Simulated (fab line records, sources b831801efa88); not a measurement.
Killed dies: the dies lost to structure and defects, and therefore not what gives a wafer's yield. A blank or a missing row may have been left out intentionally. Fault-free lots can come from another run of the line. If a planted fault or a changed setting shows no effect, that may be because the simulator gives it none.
A struck lot beside a sound one ; flow sky130 ; 14 out of 708 route steps
Sound: the wafers L154.1, L154.2, L154.5. The struck wafers were L158.1, L158.2, L158.6. The cause comes at the end.
Each step with rows lists, per side, the tool, then ch with its chambers, then its first start. Under that, the readings that differ: sound wafers ; struck wafers ; difference of the means ; sigmas: that difference in standard deviations of wafers without a fault.
alike: readings whose means differ by less than 2 such deviations, and words and numbers that are the same on both sides. not compared: withheld readings, readings that some wafer has no value for, bounds like >300 that may hide the same value, and numbers for which the record gives no deviation and whose values overlap.
A row with sigmas, a row that says differs or no value, or rows on one side alone: a step with any of these is where the two part. Numbers that have no deviation but don't overlap get no sigmas and don't part them. A reading missing from all wafers of one side parts the sides only when that side holds two or more wafers.

first, 7 steps without rows for these wafers: SKY_SONOS_ONO_DEHYDRATE_06 (time 60 s); SKY_SONOS_ONO_HMDS_07 (prime time 60 s); SKY_SONOS_ONO_COAT_08 (resist thk 1140 nm); SKY_SONOS_ONO_SOFTBAKE_09 (time 60 s); SKY_SONOS_ONO_EXPOSE_10 (exposes mask ONOM, target cd 410 nm); SKY_SONOS_ONO_PEB_11; SKY_SONOS_ONO_DEVELOP_12 (develop time 60 s).
SKY_SONOS_ONO_CD_MEAS_13 targets a cd of 410 nm.
  sound: cdSem-01 at day 13 11:29; struck: cdSem-01 at day 15 00:02
reading;sound;struck;difference;sigmas
cdNm (nm);409.5 409.0 411.6;405.1 405.6 404.8;-4.9;-2
SKY_SONOS_ONO_OVL_MEAS_14:
  sound: overlay-02 at day 13 11:36; struck: overlay-02 at day 15 00:09
  alike: SONOS_ONO_OVL
SKY_SONOS_ONO_ETCH_15: etches the open film in CHF3/O2, target depth 19.52 nm, time 7.8 s.
  sound on rieDiel-01 ch 0,1, day 13 11:38; struck on rieDiel-03 ch 1,2, day 15 00:11
  alike: O2_flow_sccm, biasW, drypumpMotorCurrentA, oesProductAu, rfFwdPowerW, throttleValvePct
  not compared: rfHoursCounterH
then, 1 step without rows for these wafers: SKY_SONOS_ONO_WET_ETCH_16 (etches SiO2 in dHF, target depth 14 nm, time 280 s).
SKY_SONOS_ONO_STRIP_17: strips in O2/N2.
  sound on plasmaAsher-01 ch 0,1, day 13 11:45; struck on plasmaAsher-01 ch 0,1, day 15 00:18
  alike: drypumpMotorCurrentA, oesProductAu, stripTimeToEndpointS
  not compared: rfHoursCounterH
SKY_SONOS_ONO_WET_ETCH_18: etches Si3N4 in H3PO4, target depth 15 nm, time 172 s.
  sound on wetBench-03 ch 0, day 13 11:51; struck on wetBench-04 ch 3, day 15 00:24
  no value came back on the struck wafers for bathGuardTempC (C), bathHeatDutyPct (%); on the sound wafers bathGuardTempC (C) reads 160.9 161.0 160.8
reading;sound;struck;difference;sigmas
model.SiO2_of_SONOS_ONO_CVD_04.thkNm (nm);5.568 5.487 5.489;5.674 5.744 5.627;+0.167;
-- the record jumps here: 33 days lie between the struck wafers' starts before and after (it left off in module SONOS_ONO and takes up again in module PAD_OPEN, whose first step shown is number 708 of the route) --
SKY_PAD_OPEN_PROBE_99:
  sound: prober-01 at day 46 12:18; struck: prober-01 at day 47 16:13
reading;sound;struck;difference;sigmas
hold;- - -;awaitDispo/5.1h/scrap awaitDispo/5.1h/scrap awaitDispo/5.1h/scrap;no value on the sound wafers;
killedAtFrontEnd;12 14 16;427 414 408;+402;+98
killedDies;79 79 88;492 492 492;+410;+47
killedOnRim;11 22 16;96 96 96;+80;+23
killedShort;35 29 39;43 50 49;+13;+2
  alike: killed_at_M0_to_M3, killed_at_M4_up, killedAtContacts, killedAtOther, killedOpen

== WHERE THEY PART ==
Earliest at SKY_SONOS_ONO_CD_MEAS_13; latest, in this record, at SKY_PAD_OPEN_PROBE_99.

WHY: whatever the simulator had introduced
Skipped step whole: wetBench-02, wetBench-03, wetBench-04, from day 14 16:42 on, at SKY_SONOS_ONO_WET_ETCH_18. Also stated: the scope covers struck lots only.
